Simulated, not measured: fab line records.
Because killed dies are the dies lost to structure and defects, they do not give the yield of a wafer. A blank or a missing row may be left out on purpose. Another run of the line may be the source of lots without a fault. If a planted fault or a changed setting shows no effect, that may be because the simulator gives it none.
Matching of chambers / flow sky130 / SKY_VIA4_CMP_02 on cmp-01 has 4 sister chambers
The step polishes SiO2. 8 wafers are shown with their chamber, then 7 later ones without.

== WAFERS, EACH WITH ITS CHAMBER ==
wafer=L983.4; chamber=0; motorCurrentA (A)=11.5
wafer=L987.1; chamber=3; motorCurrentA (A)=12.6
wafer=L987.5; chamber=3; motorCurrentA (A)=12.6
wafer=L988.1; chamber=0; motorCurrentA (A)=11.0
wafer=L988.3; chamber=2; motorCurrentA (A)=11.0
wafer=L988.5; chamber=1; motorCurrentA (A)=12.7
wafer=L992.1; chamber=1; motorCurrentA (A)=12.9
wafer=L992.5; chamber=2; motorCurrentA (A)=10.9

== WAFERS MISSING THEIR CHAMBER ==
wafer=L992.6; motorCurrentA (A)=13.7
wafer=L999.2; motorCurrentA (A)=11.4
wafer=L999.5; motorCurrentA (A)=13.4
wafer=L999.6; motorCurrentA (A)=11.7
wafer=L103.3; motorCurrentA (A)=12.2
wafer=L103.5; motorCurrentA (A)=13.7
wafer=L103.6; motorCurrentA (A)=11.2

== EACH ONE'S CHAMBER ==
wafer=L992.6; from the rows above=can't be placed: 1 or 3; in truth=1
wafer=L999.2; from the rows above=can't be placed: 0 or 2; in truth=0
wafer=L999.5; from the rows above=can't be placed: 1 or 3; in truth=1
wafer=L999.6; from the rows above=can't be placed: 0 or 2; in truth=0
wafer=L103.3; from the rows above=can't be placed: 3 or 1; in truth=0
wafer=L103.5; from the rows above=can't be placed: 1 or 3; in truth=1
wafer=L103.6; from the rows above=can't be placed: 0 or 2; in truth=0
Correctly placed: 0 of 7. Not placeable from these rows: 7 (in 6, the candidates include the true chamber). Wrongly placed: 0.
How it was worked out, from the rows above alone: a wafer's distance from a chamber is the root of the sum, over the readings, of the square of ((its reading less the chamber's mean) divided by the reading's scatter). The wafer belongs to the nearest chamber; if the next one is less than 2 further off, it can't be placed. Each chamber's mean is taken over the wafers shown for it. How the scatter is found: for the shown wafers, subtract from each reading the mean of its chamber, square and add these, divide the total by (wafers less chambers), then take the root.
